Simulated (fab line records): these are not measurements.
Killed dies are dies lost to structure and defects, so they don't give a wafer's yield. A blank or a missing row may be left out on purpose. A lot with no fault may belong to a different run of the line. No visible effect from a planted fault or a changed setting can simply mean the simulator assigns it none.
Matching of chambers ; flow gf180mcu ; GF_STI_ETCH_14 on rie_si-02: 4 sister chambers
The step etches Si in HBr/Cl2/O2, target depth 360 nm, time 102.9 s. 8 wafers are shown with their chamber, then 8 later ones without.

WAFERS WITH THEIR CHAMBER
wafer;chamber;run_length_s (s);oes_product_au (a.u.)
L230.1;2;131.2;0.985
L230.2;0;131.6;1.005
L231.5;1;130.6;0.988
L231.6;0;131.6;1.010
L236.4;1;130.6;0.979
L236.5;2;131.4;1.002
L236.6;3;130.8;1.002
L238.1;3;130.9;0.985

WAFERS WITH NO CHAMBER GIVEN
wafer;run_length_s (s);oes_product_au (a.u.)
L238.3;131.7;1.009
L238.5;131.7;1.012
L241.1;131.4;0.992
L241.4;132.0;1.003
L241.6;131.6;1.014
L250.2;131.5;1.005
L250.5;131.1;1.001
L250.6;130.6;0.991

WHICH CHAMBER EACH ONE RAN IN
wafer;from the rows above;in truth
L238.3;0;0
L238.5;0;0
L241.1;can't be placed: 2 or 0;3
L241.4;0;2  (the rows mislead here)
L241.6;0;0
L250.2;can't be placed: 0 or 2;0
L250.5;can't be placed: 2 or 3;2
L250.6;1;1
4 of 8 placed correctly. Cannot be placed on the basis of these rows: 3; the candidates contain the true chamber in 2. Wrongly placed: 1.
How it was worked out, from the rows above alone: a wafer's distance from a chamber is the root of the sum, over the readings, of the square of ((its reading less the chamber's mean) divided by the reading's scatter). The wafer belongs to the nearest chamber; if the next one is less than 2 further off, it can't be placed. Each chamber's mean is taken over the wafers shown for it. How the scatter is found: for the shown wafers, subtract from each reading the mean of its chamber, square and add these, divide the total by (wafers less chambers), then take the root.
